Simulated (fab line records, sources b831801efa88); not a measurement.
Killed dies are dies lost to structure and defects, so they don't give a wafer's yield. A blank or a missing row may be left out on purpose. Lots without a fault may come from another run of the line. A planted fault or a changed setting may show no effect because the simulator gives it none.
Which tool did it? | flow sky130 | 14 lots, 42 wafers sampled, at 2 steps of a route of 708

WHAT THE GAUGES READ, wafer by wafer
SKY_CAP2M_OVL_MEAS_12.
lot  | measured     | on         | CAP2M_OVL (nm)
L667 | day 40 15:43 | overlay-01 | -1.7 -1.3 -0.2
L668 | day 40 23:12 | overlay-02 | -2.5 -4.0 -2.7
L669 | day 41 12:29 | overlay-02 | 1.0 1.3 0.2
L671 | day 42 07:24 | overlay-01 | -1.4 -2.7 -1.5
L674 | day 42 18:28 | overlay-01 | -1.3 -2.6 -0.6
L675 | day 43 00:27 | overlay-01 | -3.3 -2.6 -3.9
L676 | day 43 05:52 | overlay-01 | 0.7 0.9 -0.9
L680 | day 44 06:29 | overlay-02 | 0.5 0.1 0.5
L683 | day 45 13:49 | overlay-01 | 1.9 2.0 1.2
L685 | day 46 01:16 | overlay-02 | 0.1 0.0 0.7
L687 | day 46 04:41 | overlay-02 | -1.6 0.8 -0.4
L686 | day 46 09:59 | overlay-02 | -1.4 -1.7 -2.4
L689 | day 46 15:43 | overlay-02 | -0.6 -0.5 0.7
L690 | day 46 23:27 | overlay-02 | 0.1 -0.6 -1.0

SKY_METAL4_OVL_MEAS_14.
lot  | measured     | on         | METAL4_OVL (nm)
L667 | day 41 17:45 | overlay-01 | 10 7 5
L668 | day 41 22:37 | overlay-02 | 7 10 11
L669 | day 42 11:24 | overlay-01 | -5 -2 0
L671 | day 43 07:09 | overlay-01 | 0 1 -2
L674 | day 43 18:12 | overlay-02 | 10 0 1
L675 | day 44 00:24 | overlay-01 | 5 7 6
L676 | day 44 05:00 | overlay-02 | -13 -1 -4
L680 | day 45 04:42 | overlay-01 | 1 4 -2
L683 | day 46 10:36 | overlay-01 | 4 -3 0
L685 | day 46 22:48 | overlay-01 | 3 7 0
L687 | day 47 01:24 | overlay-02 | 9 4 3
L686 | day 47 06:58 | overlay-01 | 2 2 2
L689 | day 47 12:55 | overlay-02 | -8 2 -4
L690 | day 47 21:04 | overlay-01 | 3 2 8

WHICH TOOL RAN EACH LOT (tool, then ch and the chambers of the sampled wafers, then the start)
The record holds no process step before these readings.

WHAT THE TOOLS THEMSELVES READ (means of the sampled wafers that have a number; where no wafer has one, the mark that the record gives instead)
The record holds no such reading with a usual standard deviation.

THE ANSWER, worked out from the rows above alone
Rule: what is usual is taken from the lots themselves. Put in order of their means at a reading, lots are off if they are a third of the lots or fewer, leave a main group of 4 or more, and stand apart from it by a gap of 3 or more times the standard deviation of the main group's means; of several such gaps the widest counts. A main group whose means are all the same, to the digits that the tables above print for the reading, isn't used. A lot without any number at a reading at which 4 lots or more have one is off too. The other lots that the step has rows for count as sound. The gauges are gone through in route order, then the tools' own readings, and for those a lot's mean is taken as printed above. The first step at which some lot is off is used, and at that step the reading that is off furthest; a lot without a number counts as furthest.
No lot is off at any reading shown: from this, nothing can be told.

WHAT THE SIMULATOR HAD PUT IN
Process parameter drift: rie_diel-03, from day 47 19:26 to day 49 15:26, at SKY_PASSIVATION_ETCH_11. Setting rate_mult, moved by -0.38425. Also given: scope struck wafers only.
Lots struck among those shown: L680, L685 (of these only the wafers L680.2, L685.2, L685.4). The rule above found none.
